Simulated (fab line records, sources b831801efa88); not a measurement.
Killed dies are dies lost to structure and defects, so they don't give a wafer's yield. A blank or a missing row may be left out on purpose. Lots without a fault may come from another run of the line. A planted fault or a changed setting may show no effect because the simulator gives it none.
Which tool did it? | flow sky130 | 11 lots, 33 wafers sampled, at 2 steps of a route of 708

WHAT THE GAUGES READ, wafer by wafer
SKY_PASSIVATION_THK_MEAS_01.
lot  | measured     | on            | PASSIVATION_CVD_00_THK (nm)
L692 | day 44 04:29 | film_metro-02 | 88.0 89.3 90.4
L694 | day 44 13:22 | film_metro-01 | 90.1 90.9 89.5
L696 | day 44 22:31 | film_metro-04 | 89.8 90.3 91.2
L695 | day 45 12:16 | film_metro-02 | 91.5 91.2 92.5
L697 | day 45 19:50 | film_metro-01 | 90.2 91.9 92.2
L700 | day 46 17:34 | film_metro-01 | 89.1 91.4 90.8
L702 | day 47 04:12 | film_metro-02 | 89.4 91.0 89.6
L709 | day 48 09:57 | film_metro-04 | 88.9 90.0 90.0
L710 | day 48 13:19 | film_metro-02 | 88.2 88.0 89.3
L712 | day 48 21:59 | film_metro-02 | 89.2 88.3 90.4
L713 | day 49 03:51 | film_metro-04 | 88.1 89.2 88.4

WHICH TOOL RAN EACH LOT (tool, then ch and the chambers of the sampled wafers, then the start)
lot  | SKY_METAL5_SPUTTER_00
L692 | pvd_sputter-04, day 43 05:18
L694 | pvd_sputter-04, day 43 14:14
L696 | pvd_sputter-03, day 43 23:31
L695 | pvd_sputter-03, day 44 13:33
L697 | pvd_sputter-04, day 44 22:42
L700 | pvd_sputter-04, day 45 18:50
L702 | pvd_sputter-02, day 46 06:34
L709 | pvd_sputter-02, day 47 12:49
L710 | pvd_sputter-04, day 47 16:22
L712 | pvd_sputter-02, day 48 01:17
L713 | pvd_sputter-02, day 48 07:19
- SKY_METAL5_SPUTTER_00: material Ti, target thk 15 nm, time 10 s.

THE ANSWER, worked out from the rows above alone
Rule: what is usual is taken from the lots themselves. Put in order of their means at a reading, lots are off if they are a third of the lots or fewer, leave a main group of 4 or more, and stand apart from it by a gap of 3 or more times the standard deviation of the main group's means; of several such gaps the widest counts. A main group whose means are all the same, to the digits that the tables above print for the reading, isn't used. A lot without any number at a reading at which 4 lots or more have one is off too. The other lots that the step has rows for count as sound.
No lot is off at any reading shown: from this, nothing can be told.

WHAT THE SIMULATOR HAD PUT IN
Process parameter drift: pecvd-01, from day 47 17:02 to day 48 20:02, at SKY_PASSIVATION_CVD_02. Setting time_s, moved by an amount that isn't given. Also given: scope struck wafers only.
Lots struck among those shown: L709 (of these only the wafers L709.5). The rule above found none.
